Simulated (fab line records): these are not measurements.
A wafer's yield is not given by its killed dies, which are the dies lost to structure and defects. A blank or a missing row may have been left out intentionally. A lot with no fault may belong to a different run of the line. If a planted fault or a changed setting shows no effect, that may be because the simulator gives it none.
Problem report, 8D (eight disciplines) form, completed by code -- flow sky130 -- the parts of the form that need people (team, actions taken, sign-off) are left out

## 1. PROBLEM STATEMENT
Mean SD_N_RS at SKY_SD_N_RS_MEAS_16: 71.75 ohm/sq over 6 wafers in 2 lots; fault-free wafers: 68.50 ohm/sq, standard deviation 0.11. That is +30 standard deviations from the usual mean.
The step: measures by four-point-probe.
First observed at day 30 14:39: wafer L582.1, on filmMetro-02. The record holds 33 wafers of 11 lots with a number at this step. Rule for "out", or "out of limits": more than 4 standard deviations from the usual mean. The rest of the wafers with a number are treated as sound.

## 2. WHAT THIS IS AND IS NOT
question,is,is not
which readings at this step,SD_N_RS,-
which lots,"L580, L582","L574, L577, L578, L589, L591, L593, L594, L595, L597"
which wafers of those lots,all that have a number,-
read on which gauges,"filmMetro-02, filmMetro-04",filmMetro-03
when,from day 30 14:39,"up to then (9 sound wafers); but 18 sound wafers of L589, L591, L593, L594, L595, L597 came after"

## 3. WHAT RULES OUT EACH SUSPECT
Counting: a tool stays on the suspect list if, at a process step up to the reading, it processed all lots that are out and no sound lot following the first of them.
- the gauge at SKY_SD_N_RS_MEAS_16 is ruled out. 2 gauges (filmMetro-02, filmMetro-04) read the wafers that are out.
- implanter-01 at SKY_SD_N_IMPLANT_09: ruled out as a lasting fault. After its first lot that is out, L582 (day 30 13:55), sound lots L591, L595 ran on it.
Left after counting: nothing in the record.

## 4. THE CAUSE (what the simulator had put in)
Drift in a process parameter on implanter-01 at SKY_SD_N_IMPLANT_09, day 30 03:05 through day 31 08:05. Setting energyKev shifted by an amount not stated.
The count ruled it out by mistake, since the rule takes a fault to strike every lot its tool runs from the start of the fault on, and this one did not do so.

## 5. THE CHAIN OF EFFECTS, in route order
Each row: a reading whose mean over the struck wafers that have a number lies more than 3 standard deviations from the usual. Only readings whose record carries a usual standard deviation are examined. hours: median over the lots of the time between each lot's start at the first step of this table that gives one and its start at this step. sigmas: the change, counted in usual standard deviations.
hours,step,reading,usual,on struck wafers,change,sigmas
0,SKY_SD_N_IMPLANT_09,beamEnergyKeV,49.997,45.570,-4.427,-99 or more
0,SKY_SD_N_STRIP_11,stripTimeToEndpointS,22.54 s,21.89,-0.65,-17
1,SKY_SD_N_RS_MEAS_16,SD_N_RS,68.50 ohm/sq,71.75,+3.25,+30
The process steps in it:
- SKY_SD_N_IMPLANT_09
- SKY_SD_N_STRIP_11: strips in O2/N2.
Later measuring or inspecting steps at which every struck wafer that the step has a row for has a number for every such reading, and none has moved that far: SKY_SD_N_RS_MEAS_17.

## 6. HOW IT WOULD HAVE BEEN CAUGHT EARLIER
In this record the first reading out of limits at a measuring or inspecting step was taken at day 30 14:39, 12 hours after the fault began at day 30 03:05.
Tool's own readings at SKY_SD_N_IMPLANT_09, beamEnergyKeV: out on all struck wafers the step has rows for; an alarm limit on them would have tripped on the first.
